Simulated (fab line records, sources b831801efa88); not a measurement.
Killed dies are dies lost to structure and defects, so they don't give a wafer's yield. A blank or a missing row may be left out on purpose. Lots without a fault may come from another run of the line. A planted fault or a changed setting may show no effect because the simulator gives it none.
Problem report in the 8D (eight disciplines) form, filled by code | flow sky130 | the parts of the form that need people (team, actions taken, sign-off) are left out

1. THE PROBLEM
chamber_pressure_Torr at SKY_VIA1_CVD_21 reads a mean of 42.25 Torr on 9 wafers of 3 lots; wafers without a fault read 40.01 Torr with a standard deviation of 0.084. That is +27 standard deviations from the usual mean.
The step: deposits W, target thk 270 nm, time 80.902 s.
First seen on wafer L917.3, day 37 03:46, on cvd_w-01. The record holds 20 wafers of 7 lots with a number at this step. Rule for "out", or "out of limits": more than 4 standard deviations from the usual mean. The other wafers with a number count as sound.

2. WHAT IT IS AND WHAT IT IS NOT
question                    | is                     | is not
which readings at this step | chamber_pressure_Torr  | heater_power_w
which lots                  | L917, L918, L920       | L915, L916, L926, L929
which wafers of those lots  | all that have a number | -
read on which tools         | cvd_w-01               | cvd_w-02
when                        | from day 37 03:46      | up to then (6 sound wafers); but 5 sound wafers of L926, L929 came after

3. SUSPECTS, AND WHAT RULES EACH OUT
Counting: a tool at a process step up to the reading stays a suspect if it ran every lot that is out and no sound lot after the first of them.
- cvd_w-01 at SKY_VIA1_CVD_21 (deposits W, target thk 270 nm, time 80.902 s): kept. It ran every lot that is out, first L917 (day 37 03:46), and no sound lot after that; its last sound lot up to then is L916 (day 36 18:23). Its own readings are out on those wafers: chamber_pressure_Torr.
Left after counting: cvd_w-01 at SKY_VIA1_CVD_21.

4. THE CAUSE (what the simulator had put in)
Process parameter drift: cvd_w-01, from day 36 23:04 on, at SKY_VIA1_CVD_21. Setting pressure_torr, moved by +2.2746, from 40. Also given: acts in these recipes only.
Counting left only this tool.

5. THE CHAIN OF EFFECTS, in route order
Each row: a reading whose mean over the struck wafers that have a number lies more than 3 standard deviations from the usual. Only readings for which the record gives a usual standard deviation are gone through. hours: the time from each lot's start at the first step in this table that gives one to its start at this step, as a median over the lots. sigmas: the change in usual standard deviations.
hours | step            | reading               | usual      | on struck wafers | change | sigmas
0     | SKY_VIA1_CVD_21 | chamber_pressure_Torr | 40.01 Torr | 42.25            | +2.24  | +27
The process steps in it:
- SKY_VIA1_CVD_21: deposits W, target thk 270 nm, time 80.902 s.
Later measuring or inspecting steps at which every struck wafer that the step has a row for has a number for every such reading, and none has moved that far: SKY_VIA1_RS_MEAS_22.

6. WHAT WOULD HAVE CAUGHT IT SOONER
In this record the first reading out of limits was taken at day 37 03:46, 5 hours after the fault began at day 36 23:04.
